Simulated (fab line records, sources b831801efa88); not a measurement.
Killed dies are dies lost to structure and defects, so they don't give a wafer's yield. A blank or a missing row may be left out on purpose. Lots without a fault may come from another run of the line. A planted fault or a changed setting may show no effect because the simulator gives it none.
Which tool did it? | flow sky130 | 11 lots, 33 wafers sampled, at 4 steps of a route of 708

WHAT THE GAUGES READ, wafer by wafer
SKY_METAL2_OVL_MEAS_16.
lot  | measured     | on         | METAL2_OVL (nm)
L626 | day 35 08:11 | overlay-01 | -5 1 -10
L628 | day 35 21:08 | overlay-01 | 4 3 0
L629 | day 36 02:02 | overlay-01 | -6 -3 -1
L631 | day 36 19:17 | overlay-02 | 1 1 0
L634 | day 37 22:37 | overlay-01 | 3 -9 0
L638 | day 38 21:56 | overlay-02 | -4 -6 -6
L640 | day 39 21:15 | overlay-01 | 0 -1 0
L641 | day 40 07:23 | overlay-01 | -12 -10 -7
L647 | day 41 11:08 | overlay-01 | -9 -2 -5
L648 | day 41 18:41 | overlay-01 | -6 1 -5
L649 | day 41 19:54 | overlay-01 | 0 -11 -14

WHICH TOOL RAN EACH LOT (tool, then ch and the chambers of the sampled wafers, then the start)
lot  | SKY_POLY_GATE_ETCH_17            | SKY_CONTACT_STRIP_19                 | SKY_VIA1_STRIP_16
L626 | rie_si-01 ch 0,1,3, day 16 12:47 | plasma_asher-04 ch 0,1, day 31 18:42 | plasma_asher-02 ch 0,1, day 34 03:42
L628 | rie_si-02 ch 0,1,2, day 17 02:30 | plasma_asher-04 ch 0,1, day 32 08:32 | plasma_asher-02 ch 0,1, day 34 16:59
L629 | rie_si-01 ch 1,2,3, day 17 10:38 | plasma_asher-02 ch 0,1, day 32 13:26 | plasma_asher-03 ch 0,1, day 34 22:11
L631 | rie_si-02 ch 0,1,3, day 18 04:50 | plasma_asher-04 ch 0,1, day 33 07:02 | plasma_asher-02 ch 1, day 35 15:38
L634 | rie_si-02 ch 0,1,2, day 19 05:00 | plasma_asher-04 ch 0,1, day 34 11:33 | plasma_asher-03 ch 0,1, day 36 19:06
L638 | rie_si-02 ch 0,1,2, day 20 20:08 | plasma_asher-01 ch 0,1, day 35 12:00 | plasma_asher-03 ch 0,1, day 37 18:50
L640 | rie_si-02 ch 0,1,3, day 21 22:17 | plasma_asher-01 ch 0,1, day 36 11:00 | plasma_asher-04 ch 0,1, day 38 18:42
L641 | rie_si-01 ch 0,2,3, day 22 08:35 | plasma_asher-01 ch 0,1, day 36 22:14 | plasma_asher-04 ch 0,1, day 39 05:18
L647 | rie_si-01 ch 0,1, day 24 01:33   | plasma_asher-01 ch 0,1, day 38 04:18 | plasma_asher-04 ch 0,1, day 40 08:45
L648 | rie_si-02 ch 0,1,3, day 24 08:38 | plasma_asher-04 ch 1, day 38 11:30   | plasma_asher-04 ch 0,1, day 40 16:27
L649 | rie_si-01 ch 0,1,3, day 24 12:38 | plasma_asher-02 ch 0,1, day 38 13:44 | plasma_asher-02 ch 0,1, day 40 19:01
- SKY_POLY_GATE_ETCH_17: etches poly-Si in HBr/Cl2, stops on SiO2, target depth 180 nm, time 70.5 s.
- SKY_CONTACT_STRIP_19: strips in O2/N2.
- SKY_VIA1_STRIP_16: strips in O2/N2.

THE ANSWER, worked out from the rows above alone
Rule: what is usual is taken from the lots themselves. Put in order of their means at a reading, lots are off if they are a third of the lots or fewer, leave a main group of 4 or more, and stand apart from it by a gap of 3 or more times the standard deviation of the main group's means; of several such gaps the widest counts. A main group whose means are all the same, to the digits that the tables above print for the reading, isn't used. A lot without any number at a reading at which 4 lots or more have one is off too. The other lots that the step has rows for count as sound.
No lot is off at any reading shown: from this, nothing can be told.

WHAT THE SIMULATOR HAD PUT IN
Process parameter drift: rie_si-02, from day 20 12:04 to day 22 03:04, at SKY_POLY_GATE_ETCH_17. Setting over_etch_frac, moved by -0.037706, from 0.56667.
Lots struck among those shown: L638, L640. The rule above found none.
